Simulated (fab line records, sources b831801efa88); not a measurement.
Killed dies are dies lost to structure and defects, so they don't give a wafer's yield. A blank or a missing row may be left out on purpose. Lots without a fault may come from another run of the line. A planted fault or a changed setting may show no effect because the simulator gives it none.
One fault seen from 2 desks | flow gf180mcu | each desk has only its own numbers; what lay behind them comes last

THE METROLOGY DESK
What the gauges read, lot by lot, whatever tool the lot ran on: means of the sampled wafers that have a number. A lot is out of limits, marked OUT, if its mean lies more than 4 standard deviations from the usual mean; the brackets give that distance.
Columns: A = VT_IMPLANT_TW at GF_VT_IMPLANT_TW_MEAS_10, usual 568; B = cd_nm at GF_PSD_CD_MEAS_07, usual 399.8 nm; C = NSD_RS at GF_PSD_RS_MEAS_14, usual 46.14 ohm/sq
lot  | first seen here | A   | B     | C
L285 | day 5 18:19     | 571 | 396.9 | 46.19
L286 | day 5 22:09     | 566 | 398.9 | 46.25
L287 | day 6 03:01     | 564 | 395.7 | 46.11
L289 | day 6 20:07     | 564 | 398.8 | 46.14
L291 | day 7 06:36     | 569 | 402.0 | 46.04
L295 | day 8 06:05     | 572 | 398.5 | 45.53 (-6.8) OUT
L296 | day 8 12:56     | 560 | 398.5 | 45.67 (-5.2) OUT
L300 | day 9 13:24     | 566 | 399.0 | 45.56 (-6.5) OUT
L302 | day 10 01:13    | 565 | 398.5 | 46.20
L303 | day 10 07:43    | 570 | 400.6 | 46.08
L304 | day 10 14:55    | 569 | 398.8 | 46.15
L307 | day 11 13:37    | 569 | 401.0 | 46.12
L308 | day 11 15:54    | 572 | 399.4 | 46.06
This desk's finding: out of limits on L295, L296, L300; first on L295, day 18 11:47 (NSD_RS at GF_PSD_RS_MEAS_14). In limits: L285, L286, L287, L289, L291, L302, L303, L304, L307, L308.

THE TOOL OWNER'S DESK: implanter-01
The tool's own readings at GF_NSD_IMPLANT_09: means of the sampled wafers that have a number, for each lot that ran on this tool. A lot is out of limits, marked OUT, if its mean lies more than 4 standard deviations from the usual mean; the brackets give that distance.
Columns: A = beam_on_s at GF_NSD_IMPLANT_09, usual 19.2 s; B = faraday_current_uA at GF_NSD_IMPLANT_09, usual 11454
lot  | first seen here | A    | B
L285 | day 13 05:29    | 20.1 | 10911
L286 | day 13 16:43    | 20.6 | 10656
L291 | day 15 15:34    | 20.4 | 10811
L295 | day 17 11:36    | 22.4 | 9846
L296 | day 17 18:43    | 22.6 | 9810
L300 | day 18 18:09    | 22.5 | 9823
L308 | day 21 08:43    | 20.3 | 10830
This desk's finding: nothing out of limits on any of the 7 lots.

PUT TOGETHER
The metrology desk could have raised an alarm at day 18 11:47, on L295, L296, L300.
The tool owner's desk saw nothing out of limits.
The tool owner's desk has L295, L296, L300 on record, within its limits.
Of the lots named, all ran GF_NSD_IMPLANT_09 on implanter-01.

WHAT THE SIMULATOR HAD PUT IN
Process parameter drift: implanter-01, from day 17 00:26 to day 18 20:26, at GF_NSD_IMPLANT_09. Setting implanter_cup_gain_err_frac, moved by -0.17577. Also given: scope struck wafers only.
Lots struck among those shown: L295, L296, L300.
Hours from the fault's start to each desk's first reading out of limits: the metrology desk, 35.
